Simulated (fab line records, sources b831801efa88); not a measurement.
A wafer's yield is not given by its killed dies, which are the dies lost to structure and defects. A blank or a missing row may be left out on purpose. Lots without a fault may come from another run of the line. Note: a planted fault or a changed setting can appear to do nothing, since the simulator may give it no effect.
fab line records	flow sky130
record lots=24	wafers=72	lastDay=50
route steps=708 shown VIA1@478 METAL2@483 VIA2@510 VIA3@576 METAL4@631
lots untouched by any fault: they come from a run of this same line in which no faults occurred
startH: hours from the record's opening day to when the first of the lot's shown wafers began	waitH: time in hours since the lot's previous step	" identical to the entry in the row above	L1.1+2: several wafers, shown together as one row	- no value, or no start given	* or withheld: withheld	< > ~ a bound
route shown NAME@n: NAME is a module with steps in the file, n the number in the route of the first one	usual: average and standard deviation across the fault-free wafers	same: alike in all rows	chamber/n: place in a boat	sites: the reading at each site	_std_site: the values' standard deviation	_edge_site: the outer-site mean with the inner-site mean subtracted	radiusMm: for every site, how far away it sits from the centre of the wafer	mask NAME#n: copy n	behind: the most recent tool/chamber to have shaped the wafer	hold: why the lot went on hold/how many hours it stayed there/how the hold came to an end	device: names the non-switching transistor (n, p or np)	end of line: the same wafers' tests at the end of the route	a step with no rows: only its recipe	killed: dies that structure and defects cost at the first sort, which is not the same as the wafer's yield	map: a wafer's dies, marking killed ones x, the rest . and places with no die _
set.NAME: the setting that was run; set.NAME@STEP: the one run at that earlier step	model.NAME: the simulator's own value behind a step, which no gauge read
the route's steps for a sample of lots (tables are steps, rows are wafers)
services: a tool's chamber out of use, with start hour (startH, from the record's first day; less than 0 if before it), hours out, and reason
## steps
# step SKY_VIA1_SPUTTER_20
# recipe material=TiN	targetThkNm=20	chamberPressurePa=5	powerW=4000	timeS=80
# usual chamberPressurePa=4.999/0.01	throttleValvePct=29.7/0.93
# same timeS=80
lot.wafer	tool	chamber	startH	waitH	chamberPressurePa	throttleValvePct
L075.1	pvdSputter-03	-	804.54	0.0	4.974	31.8
L075.4	"	-	"	"	5.020	30.1
L075.6	"	-	"	"	5.000	30.4
L074.2	pvdSputter-02	-	810.36	0.0	4.984	29.0
L074.3	"	-	"	"	4.978	29.1
L074.5	"	-	"	"	4.987	29.5
L076.1	pvdSputter-01	-	830.03	0.0	5.005	28.6
L076.5	"	-	"	"	4.993	28.4
L076.6	"	-	"	"	4.996	30.3
L077.1	pvdSputter-03	-	830.31	0.0	4.995	30.5
L077.2	"	-	"	"	5.008	31.7
L077.4	"	-	"	"	5.004	30.1
L079.2	pvdSputter-03	-	835.59	0.0	4.997	30.4
L079.4	"	-	"	"	4.989	30.1
L079.5	"	-	"	"	4.983	30.1
L078.3	pvdSputter-02	-	843.60	0.0	5.008	29.8
L078.4	"	-	"	"	5.008	29.7
L078.6	"	-	"	"	5.010	28.9
L084.2	pvdSputter-03	-	891.01	0.0	4.993	29.9
L084.3	"	-	"	"	5.018	30.4
L084.6	"	-	"	"	5.011	31.9
L082.3	pvdSputter-02	-	893.93	0.0	4.996	30.0
L082.4	"	-	"	"	5.017	28.7
L082.5	"	-	"	"	5.001	29.6
L081.2	pvdSputter-02	-	896.36	0.0	4.993	29.3
L081.4	"	-	"	"	4.997	29.8
L081.6	"	-	"	"	4.992	28.7
L085.3	pvdSputter-01	-	899.20	0.0	4.996	28.7
L085.5	"	-	"	"	5.014	29.0
L085.6	"	-	"	"	4.998	28.7
L087.1	pvdSputter-03	-	899.43	0.0	5.007	30.4
L087.3	"	-	"	"	5.001	30.1
L087.5	"	-	"	"	5.005	29.8
L080.4	pvdSputter-01	-	900.43	0.0	4.993	28.8
L080.5	"	-	"	"	4.994	28.3
L080.6	"	-	"	"	4.995	30.4
L086.2	pvdSputter-03	-	902.22	0.0	5.006	30.1
L086.5	"	-	"	"	5.007	30.3
L086.6	"	-	"	"	4.994	30.3
L088.1	pvdSputter-03	-	902.98	0.0	5.018	30.4
L088.2	"	-	"	"	4.993	31.8
L088.3	"	-	"	"	4.994	29.7
L083.2	pvdSputter-03	-	903.67	0.0	5.005	29.9
L083.3	"	-	"	"	4.991	31.9
L083.5	"	-	"	"	4.991	32.2
L089.1	pvdSputter-02	-	904.47	0.0	5.025	29.7
L089.3	"	-	"	"	4.988	29.6
L089.6	"	-	"	"	4.998	28.8
L090.2	pvdSputter-02	-	909.42	0.0	5.012	29.8
L090.3	"	-	"	"	5.007	29.1
L090.5	"	-	"	"	4.986	28.8
L091.2	pvdSputter-02	-	928.93	0.0	4.985	29.9
L091.5	"	-	"	"	5.005	29.2
L091.6	"	-	"	"	5.001	28.8
L092.1	pvdSputter-01	-	931.99	0.0	5.002	28.3
L092.2	"	-	"	"	5.007	30.3
L092.5	"	-	"	"	4.989	28.5
L093.2	pvdSputter-02	-	932.44	0.0	4.991	29.4
L093.3	"	-	"	"	5.002	29.9
L093.4	"	-	"	"	4.993	29.6
L094.3	pvdSputter-02	-	933.42	0.0	5.011	29.2
L094.4	"	-	"	"	4.999	29.7
L094.5	"	-	"	"	4.997	29.4
L095.1	pvdSputter-01	-	941.06	0.0	5.022	30.1
L095.3	"	-	"	"	5.002	28.9
L095.5	"	-	"	"	4.993	28.8
L096.4	pvdSputter-01	-	952.67	0.0	5.018	30.1
L096.5	"	-	"	"	5.005	28.5
L096.6	"	-	"	"	4.998	28.4
L097.2	pvdSputter-01	-	956.89	0.0	5.006	28.5
L097.5	"	-	"	"	4.985	28.7
L097.6	"	-	"	"	4.995	30.5
# step SKY_METAL2_SPUTTER_00
# recipe material=Ti	targetThkNm=15	powerW=3000	timeS=10	chamberPressurePa=0.4
# usual chamberPressurePa=0.3999/0.00092	throttleValvePct=29.9/1
# same timeS=10
lot.wafer	tool	chamber	startH	waitH	chamberPressurePa	throttleValvePct
L075.1	pvdSputter-04	-	805.17	0.2	0.4007	28.4
L075.4	"	-	"	"	0.3993	30.5
L075.6	"	-	"	"	0.3995	30.7
L074.2	pvdSputter-01	-	811.00	0.1	0.4011	28.5
L074.3	"	-	"	"	0.3991	30.2
L074.5	"	-	"	"	0.3985	28.8
L076.1	pvdSputter-04	-	830.66	0.2	0.3992	30.6
L076.5	"	-	"	"	0.4001	30.7
L076.6	"	-	"	"	0.3997	30.8
L077.1	pvdSputter-03	-	830.94	0.1	0.4004	32.0
L077.2	"	-	"	"	0.3996	30.8
L077.4	"	-	"	"	0.3994	30.2
L079.2	pvdSputter-04	-	836.22	0.2	0.4005	30.6
L079.4	"	-	"	"	0.3993	30.8
L079.5	"	-	"	"	0.3991	30.4
L078.3	pvdSputter-01	-	844.23	0.1	0.4009	28.7
L078.4	"	-	"	"	0.4003	28.6
L078.6	"	-	"	"	0.3999	28.4
L084.2	pvdSputter-04	-	891.64	0.1	0.3997	30.4
L084.3	"	-	"	"	0.4005	30.5
L084.6	"	-	"	"	0.3992	28.7
L082.3	pvdSputter-04	-	894.56	0.1	0.3995	29.3
L082.4	"	-	"	"	0.3996	30.7
L082.5	"	-	"	"	0.4001	30.7
L081.2	pvdSputter-04	-	897.00	0.2	0.4013	29.4
L081.4	"	-	"	"	0.3994	28.4
L081.6	"	-	"	"	0.4003	30.7
L085.3	pvdSputter-04	-	899.83	0.1	0.4005	30.7
L085.5	"	-	"	"	0.4002	29.1
L085.6	"	-	"	"	0.3990	28.5
L087.1	pvdSputter-03	-	900.06	0.1	0.4007	30.5
L087.3	"	-	"	"	0.4010	29.7
L087.5	"	-	"	"	0.4009	30.2
L080.4	pvdSputter-03	-	901.06	0.1	0.4007	30.2
L080.5	"	-	"	"	0.4008	30.2
L080.6	"	-	"	"	0.3996	30.5
L086.2	pvdSputter-04	-	902.85	0.2	0.4008	30.6
L086.5	"	-	"	"	0.4012	28.2
L086.6	"	-	"	"	0.3991	30.5
L088.1	pvdSputter-04	-	903.61	0.2	0.4010	28.6
L088.2	"	-	"	"	0.3996	30.6
L088.3	"	-	"	"	0.3991	30.7
L083.2	pvdSputter-04	-	904.31	0.2	0.4002	30.8
L083.3	"	-	"	"	0.3999	30.4
L083.5	"	-	"	"	0.3999	28.4
L089.1	pvdSputter-03	-	905.10	0.1	0.4005	29.7
L089.3	"	-	"	"	0.3987	30.0
L089.6	"	-	"	"	0.3996	30.4
L090.2	pvdSputter-03	-	910.05	0.1	0.3998	32.0
L090.3	"	-	"	"	0.4006	30.5
L090.5	"	-	"	"	0.4006	30.7
L091.2	pvdSputter-04	-	929.57	0.1	0.3994	30.4
L091.5	"	-	"	"	0.3992	30.7
L091.6	"	-	"	"	0.3992	30.6
L092.1	pvdSputter-04	-	932.62	0.2	0.3998	28.5
L092.2	"	-	"	"	0.3998	31.0
L092.5	"	-	"	"	0.4004	29.3
L093.2	pvdSputter-03	-	933.07	0.1	0.4001	30.3
L093.3	"	-	"	"	0.3996	30.1
L093.4	"	-	"	"	0.3990	30.1
L094.3	pvdSputter-04	-	934.05	0.1	0.4001	30.6
L094.4	"	-	"	"	0.3996	30.7
L094.5	"	-	"	"	0.4005	28.6
L095.1	pvdSputter-03	-	941.69	0.1	0.4000	30.0
L095.3	"	-	"	"	0.4003	30.2
L095.5	"	-	"	"	0.3992	30.5
L096.4	pvdSputter-01	-	953.30	0.1	0.4008	30.4
L096.5	"	-	"	"	0.3929	28.4
L096.6	"	-	"	"	0.4015	30.3
L097.2	pvdSputter-01	-	957.57	0.2	0.3998	28.7
L097.5	"	-	"	"	0.4004	30.6
L097.6	"	-	"	"	0.4013	28.3
# step SKY_METAL2_DESCUM_17
# recipe chemistry=O2	sourcePowerW=150	biasPowerW=0	pressureMtorr=10	tempC=40	timeS=8
# usual drypumpMotorCurrentA=6.29/0.27	oesProductAu=1.006/0.015
# same timeS=8
lot.wafer	tool	chamber	startH	waitH	drypumpMotorCurrentA	oesProductAu	rfHoursCounterH
L075.1	rieMetal-02	1	832.10	0.0	6.31	1.001	4
L075.4	"	0	"	"	6.56	1.012	-
L075.6	"	0	"	"	6.58	1.026	-
L074.2	rieMetal-01	1	838.03	0.0	5.79	1.020	12
L074.3	"	1	"	"	5.78	1.015	-
L074.5	"	1	"	"	5.76	1.007	-
L076.1	rieMetal-04	0	856.68	0.0	6.35	1.021	13
L076.5	"	1	"	"	6.45	0.994	-
L076.6	"	0	"	"	6.37	1.024	-
L077.1	rieMetal-01	0	857.46	0.0	6.36	1.038	9
L077.2	"	1	"	"	5.77	1.014	12
L077.4	"	0	"	"	6.35	1.032	-
L079.2	rieMetal-04	0	861.70	0.0	6.34	1.022	13
L079.4	"	1	"	"	6.48	0.976	-
L079.5	"	1	"	"	6.50	0.981	-
L078.3	rieMetal-04	1	871.01	0.0	6.48	0.996	-
L078.4	"	0	"	"	6.34	1.025	-
L078.6	"	1	"	"	6.46	0.990	-
L084.2	rieMetal-02	1	916.18	0.0	6.30	1.005	7
L084.3	"	0	"	"	6.59	1.016	-
L084.6	"	0	"	"	6.56	1.015	-
L082.3	rieMetal-02	1	920.02	0.0	6.31	1.015	-
L082.4	"	0	"	"	6.59	1.016	-
L082.5	"	1	"	"	6.32	1.001	-
L081.2	rieMetal-01	0	921.96	0.0	6.36	1.025	11
L081.4	"	1	"	"	5.76	0.991	-
L081.6	"	1	"	"	5.76	0.978	-
L085.3	rieMetal-01	1	924.67	0.0	5.75	0.982	-
L085.5	"	1	"	"	5.74	0.976	-
L085.6	"	0	"	"	6.37	1.007	-
L087.1	rieMetal-02	0	925.31	0.0	6.58	1.003	16
L087.3	"	0	"	"	6.59	1.011	-
L087.5	"	0	"	"	6.59	1.006	-
L080.4	rieMetal-01	0	926.34	0.0	6.36	1.015	-
L080.5	"	0	"	"	6.34	1.030	-
L080.6	"	1	"	"	5.79	1.001	-
L086.2	rieMetal-01	1	927.91	0.0	5.75	0.989	15
L086.5	"	0	"	"	6.36	1.013	-
L086.6	"	1	"	"	5.75	0.985	-
L088.1	rieMetal-04	1	928.95	0.0	6.48	0.999	14
L088.2	"	0	"	"	6.34	1.031	16
L088.3	"	0	"	"	6.33	1.029	-
L083.2	rieMetal-04	0	929.53	0.0	6.34	1.035	17
L083.3	"	1	"	"	6.50	0.988	-
L083.5	"	0	"	"	6.33	1.035	-
L089.1	rieMetal-01	1	929.88	0.0	5.73	0.982	15
L089.3	"	0	"	"	6.39	1.024	-
L089.6	"	1	"	"	5.74	0.988	-
L090.2	rieMetal-04	0	935.51	0.0	6.33	1.015	17
L090.3	"	0	"	"	6.34	1.020	-
L090.5	"	0	"	"	6.34	1.029	-
L091.2	rieMetal-02	0	953.40	0.0	6.58	0.996	17
L091.5	"	0	"	"	6.58	1.005	-
L091.6	"	1	"	"	6.30	0.999	-
L092.1	rieMetal-02	0	957.13	0.0	6.56	1.014	18
L092.2	"	1	"	"	6.30	0.997	9
L092.5	"	1	"	"	6.31	0.992	-
L093.2	rieMetal-01	1	957.81	0.0	5.76	0.989	17
L093.3	"	0	"	"	6.37	1.022	-
L093.4	"	1	"	"	5.79	0.990	-
L094.3	rieMetal-02	1	958.44	0.0	6.32	1.001	-
L094.4	"	0	"	"	6.58	1.002	-
L094.5	"	0	"	"	6.56	1.015	-
L095.1	rieMetal-01	1	965.81	0.0	5.76	0.986	17
L095.3	"	0	"	"	6.34	1.008	-
L095.5	"	1	"	"	5.77	1.005	-
L096.4	rieMetal-02	0	977.06	0.0	6.58	1.003	-
L096.5	"	0	"	"	6.58	1.004	-
L096.6	"	1	"	"	6.33	1.002	-
L097.2	rieMetal-02	0	981.40	0.0	6.58	1.021	19
L097.5	"	1	"	"	6.31	0.999	-
L097.6	"	0	"	"	6.59	1.013	-
# step SKY_VIA2_BOW_MEAS_03
# recipe mode=bow
# usual VIA2_BOW=84/7.7
lot.wafer	tool	chamber	startH	waitH	VIA2_BOW[um]
L075.1	filmMetro-01	-	833.37	0.1	92
L075.4	"	-	"	"	82
L075.6	"	-	"	"	93
L074.2	filmMetro-03	-	839.32	0.2	87
L074.3	"	-	"	"	84
L074.5	"	-	"	"	87
L076.1	filmMetro-01	-	857.95	0.1	71
L076.5	"	-	"	"	84
L076.6	"	-	"	"	85
L077.1	filmMetro-02	-	858.73	0.2	66
L077.2	"	-	"	"	67
L077.4	"	-	"	"	70
L079.2	filmMetro-02	-	862.99	0.2	90
L079.4	"	-	"	"	82
L079.5	"	-	"	"	83
L078.3	filmMetro-01	-	872.41	0.2	74
L078.4	"	-	"	"	91
L078.6	"	-	"	"	78
L084.2	filmMetro-01	-	917.47	0.2	87
L084.3	"	-	"	"	78
L084.6	"	-	"	"	90
L082.3	filmMetro-01	-	921.31	0.2	74
L082.4	"	-	"	"	80
L082.5	"	-	"	"	92
L081.2	filmMetro-02	-	923.24	0.1	83
L081.4	"	-	"	"	65
L081.6	"	-	"	"	81
L085.3	filmMetro-02	-	925.99	0.2	88
L085.5	"	-	"	"	100
L085.6	"	-	"	"	79
L087.1	filmMetro-02	-	926.58	0.2	76
L087.3	"	-	"	"	82
L087.5	"	-	"	"	71
L080.4	filmMetro-03	-	927.66	0.2	99
L080.5	"	-	"	"	84
L080.6	"	-	"	"	85
L086.2	filmMetro-01	-	929.20	0.2	81
L086.5	"	-	"	"	76
L086.6	"	-	"	"	84
L088.1	filmMetro-02	-	930.21	0.1	92
L088.2	"	-	"	"	90
L088.3	"	-	"	"	76
L083.2	filmMetro-01	-	930.98	0.3	80
L083.3	"	-	"	"	94
L083.5	"	-	"	"	101
L089.1	filmMetro-03	-	931.22	0.2	85
L089.3	"	-	"	"	87
L089.6	"	-	"	"	81
L090.2	filmMetro-02	-	936.86	0.3	83
L090.3	"	-	"	"	92
L090.5	"	-	"	"	81
L091.2	filmMetro-03	-	954.72	0.1	88
L091.5	"	-	"	"	82
L091.6	"	-	"	"	104
L092.1	filmMetro-01	-	958.40	0.2	92
L092.2	"	-	"	"	84
L092.5	"	-	"	"	88
L093.2	filmMetro-02	-	959.13	0.1	80
L093.3	"	-	"	"	91
L093.4	"	-	"	"	95
L094.3	filmMetro-02	-	959.77	0.2	77
L094.4	"	-	"	"	89
L094.5	"	-	"	"	84
L095.1	filmMetro-01	-	967.07	0.2	87
L095.3	"	-	"	"	85
L095.5	"	-	"	"	85
L096.4	filmMetro-03	-	978.37	0.3	82
L096.5	"	-	"	"	74
L096.6	"	-	"	"	61
L097.2	filmMetro-02	-	982.68	0.2	86
L097.5	"	-	"	"	83
L097.6	"	-	"	"	83
# step SKY_VIA3_BOW_MEAS_03
# recipe mode=bow
# usual VIA3_BOW=78/8.1
lot.wafer	tool	chamber	startH	waitH	VIA3_BOW[um]
L075.1	filmMetro-04	-	914.27	0.2	82
L075.4	"	-	"	"	74
L075.6	"	-	"	"	84
L074.2	filmMetro-03	-	918.42	0.3	79
L074.3	"	-	"	"	75
L074.5	"	-	"	"	78
L076.1	filmMetro-03	-	937.22	0.1	66
L076.5	"	-	"	"	81
L076.6	"	-	"	"	83
L077.1	filmMetro-02	-	937.79	0.1	60
L077.2	"	-	"	"	62
L077.4	"	-	"	"	65
L079.2	filmMetro-04	-	941.75	0.1	80
L079.4	"	-	"	"	75
L079.5	"	-	"	"	76
L078.3	filmMetro-02	-	950.38	0.3	68
L078.4	"	-	"	"	85
L078.6	"	-	"	"	73
L084.2	filmMetro-02	-	993.07	0.2	75
L084.3	"	-	"	"	67
L084.6	"	-	"	"	80
L082.3	filmMetro-03	-	997.16	0.3	71
L082.4	"	-	"	"	75
L082.5	"	-	"	"	89
L081.2	filmMetro-04	-	1000.51	0.3	75
L081.4	"	-	"	"	54
L081.6	"	-	"	"	74
L085.3	filmMetro-04	-	1001.99	0.1	81
L085.5	"	-	"	"	93
L085.6	"	-	"	"	73
L087.1	filmMetro-04	-	1003.50	0.1	65
L087.3	"	-	"	"	71
L087.5	"	-	"	"	61
L080.4	filmMetro-03	-	1003.70	0.3	89
L080.5	"	-	"	"	75
L080.6	"	-	"	"	73
L086.2	filmMetro-04	-	1005.41	0.3	79
L086.5	"	-	"	"	72
L086.6	"	-	"	"	81
L088.1	filmMetro-03	-	1005.49	0.1	87
L088.2	"	-	"	"	85
L088.3	"	-	"	"	73
L083.2	filmMetro-04	-	1006.01	0.2	71
L083.3	"	-	"	"	86
L083.5	"	-	"	"	92
L089.1	filmMetro-04	-	1007.90	0.2	81
L089.3	"	-	"	"	86
L089.6	"	-	"	"	80
L090.2	filmMetro-03	-	1012.54	0.1	83
L090.3	"	-	"	"	90
L090.5	"	-	"	"	81
L091.2	filmMetro-03	-	1030.42	0.1	82
L091.5	"	-	"	"	74
L091.6	"	-	"	"	97
L092.1	filmMetro-02	-	1034.16	0.2	87
L092.2	"	-	"	"	79
L092.5	"	-	"	"	83
L093.2	filmMetro-04	-	1034.33	0.2	69
L093.3	"	-	"	"	79
L093.4	"	-	"	"	83
L094.3	filmMetro-03	-	1035.20	0.3	73
L094.4	"	-	"	"	85
L094.5	"	-	"	"	80
L095.1	filmMetro-03	-	1040.64	0.1	79
L095.3	"	-	"	"	77
L095.5	"	-	"	"	76
L096.4	filmMetro-04	-	1051.60	0.2	73
L096.5	"	-	"	"	66
L096.6	"	-	"	"	52
L097.2	filmMetro-04	-	1057.25	0.2	79
L097.5	"	-	"	"	76
L097.6	"	-	"	"	78
# step SKY_METAL4_DESCUM_15
# recipe chemistry=O2	sourcePowerW=150	biasPowerW=0	pressureMtorr=10	tempC=40	timeS=8
# usual drypumpMotorCurrentA=6.36/0.2	oesProductAu=1.007/0.011
# same timeS=8
lot.wafer	tool	chamber	startH	waitH	drypumpMotorCurrentA	oesProductAu	rfHoursCounterH
L075.1	rieMetal-02	1	989.28	0.0	6.31	0.990	10
L075.4	"	0	"	"	6.57	1.017	-
L075.6	"	1	"	"	6.30	0.997	-
L074.2	rieMetal-04	1	992.21	0.0	6.51	0.973	17
L074.3	"	0	"	"	6.32	1.003	-
L074.5	"	1	"	"	6.51	0.976	-
L076.1	rieMetal-04	1	1011.68	0.0	6.47	0.992	20
L076.5	"	1	"	"	6.47	0.997	-
L076.6	"	1	"	"	6.48	0.986	-
L077.1	rieMetal-01	0	1012.41	0.0	6.35	1.023	17
L077.2	"	1	"	"	5.74	0.998	20
L077.4	"	0	"	"	6.35	1.020	-
L079.2	rieMetal-01	1	1014.38	0.0	5.75	1.001	21
L079.4	"	0	"	"	6.36	1.021	-
L079.5	"	0	"	"	6.36	1.022	-
L078.3	rieMetal-01	0	1024.00	0.0	6.41	1.020	-
L078.4	"	1	"	"	5.76	0.996	-
L078.6	"	1	"	"	5.76	1.004	-
L084.2	rieMetal-04	1	1063.29	0.0	6.47	1.008	1
L084.3	"	0	"	"	6.33	1.006	-
L084.6	"	1	"	"	6.49	1.000	-
L082.3	rieMetal-01	0	1065.85	0.0	6.37	1.022	-
L082.4	"	1	"	"	5.78	1.003	-
L082.5	"	0	"	"	6.36	1.034	-
L081.2	rieMetal-02	1	1071.37	0.0	6.30	1.003	-
L081.4	"	1	"	"	6.28	0.999	-
L081.6	"	1	"	"	6.30	1.009	-
L085.3	rieMetal-04	1	1072.29	0.0	6.46	1.006	-
L085.5	"	0	"	"	6.33	1.012	-
L085.6	"	1	"	"	6.48	1.013	-
L087.1	rieMetal-04	1	1073.54	0.0	6.49	1.012	2
L087.3	"	1	"	"	6.50	1.015	-
L087.5	"	1	"	"	6.47	1.015	-
L080.4	rieMetal-02	1	1073.64	0.0	6.29	1.003	-
L080.5	"	0	"	"	6.59	1.006	-
L080.6	"	1	"	"	6.30	1.005	-
L086.2	rieMetal-02	0	1075.46	0.0	6.56	1.006	0
L086.5	"	0	"	"	6.57	1.008	-
L086.6	"	1	"	"	6.32	0.997	-
L088.1	rieMetal-04	0	1076.61	0.0	6.34	1.015	4
L088.2	"	1	"	"	6.49	1.001	2
L088.3	"	1	"	"	6.47	1.002	-
L083.2	rieMetal-02	0	1076.64	0.0	6.58	1.015	0
L083.3	"	1	"	"	6.30	1.008	-
L083.5	"	1	"	"	6.27	1.005	-
L089.1	rieMetal-04	1	1078.06	0.0	6.47	1.008	2
L089.3	"	0	"	"	6.34	1.002	-
L089.6	"	1	"	"	6.49	1.016	-
L090.2	rieMetal-02	1	1081.61	0.0	6.31	1.003	18
L090.3	"	1	"	"	6.31	1.010	-
L090.5	"	1	"	"	6.31	1.009	-
L091.2	rieMetal-04	0	1096.11	0.0	6.34	1.003	5
L091.5	"	0	"	"	6.33	0.996	-
L091.6	"	1	"	"	6.48	1.002	-
L092.1	rieMetal-04	1	1100.96	0.0	6.49	0.997	4
L092.2	"	0	"	"	6.33	1.010	6
L092.5	"	1	"	"	6.47	1.018	-
L093.2	rieMetal-02	0	1101.73	0.0	6.56	1.019	3
L093.3	"	1	"	"	6.30	1.012	-
L093.4	"	0	"	"	6.58	1.015	-
L094.3	rieMetal-02	1	1101.95	0.0	6.30	1.005	-
L094.4	"	0	"	"	6.58	1.019	-
L094.5	"	0	"	"	6.58	1.016	-
L095.1	rieMetal-01	0	1107.01	0.0	6.38	1.012	23
L095.3	"	0	"	"	6.36	1.021	-
L095.5	"	0	"	"	6.37	1.030	-
L096.4	rieMetal-04	0	1116.55	0.0	6.33	1.005	-
L096.5	"	0	"	"	6.32	1.001	-
L096.6	"	1	"	"	6.49	1.001	-
L097.2	rieMetal-04	1	1122.35	0.0	6.50	0.987	6
L097.5	"	1	"	"	6.50	0.984	-
L097.6	"	0	"	"	6.34	0.994	-
## services
tool	chamber	startH	hours	kind
pvdSputter-03	-	816.49	2.2	repair
pvdSputter-02	-	821.41	2.0	repair
pvdSputter-02	-	821.73	11.6	repair
pvdSputter-02	-	822.40	1.7	repair
rieMetal-04	1	836.73	16.0	repair
rieMetal-01	-	847.73	0.4	repair
pvdSputter-02	-	869.93	4.5	repair
rieMetal-04	1	884.68	10.3	repair
pvdSputter-02	-	901.96	2.5	repair
pvdSputter-04	-	950.12	4.0	repair
pvdSputter-04	-	974.44	1.5	repair
pvdSputter-02	-	990.80	6.4	repair
pvdSputter-04	-	993.63	3.3	repair
rieMetal-04	0	1000.42	-	clean
rieMetal-04	0	1000.42	32.6	scheduledDown
rieMetal-04	0	1000.42	32.6	ventCycle
rieMetal-04	1	1033.00	-	clean
rieMetal-04	1	1033.00	22.1	scheduledDown
pvdSputter-03	-	1048.88	2.7	repair
rieMetal-01	-	1055.56	2.8	pm
pvdSputter-04	-	1074.37	3.2	repair
rieMetal-02	-	1088.32	4.3	pm
rieMetal-04	0	1092.70	2.3	repair
rieMetal-01	-	1119.15	1.0	repair
## key
fault none
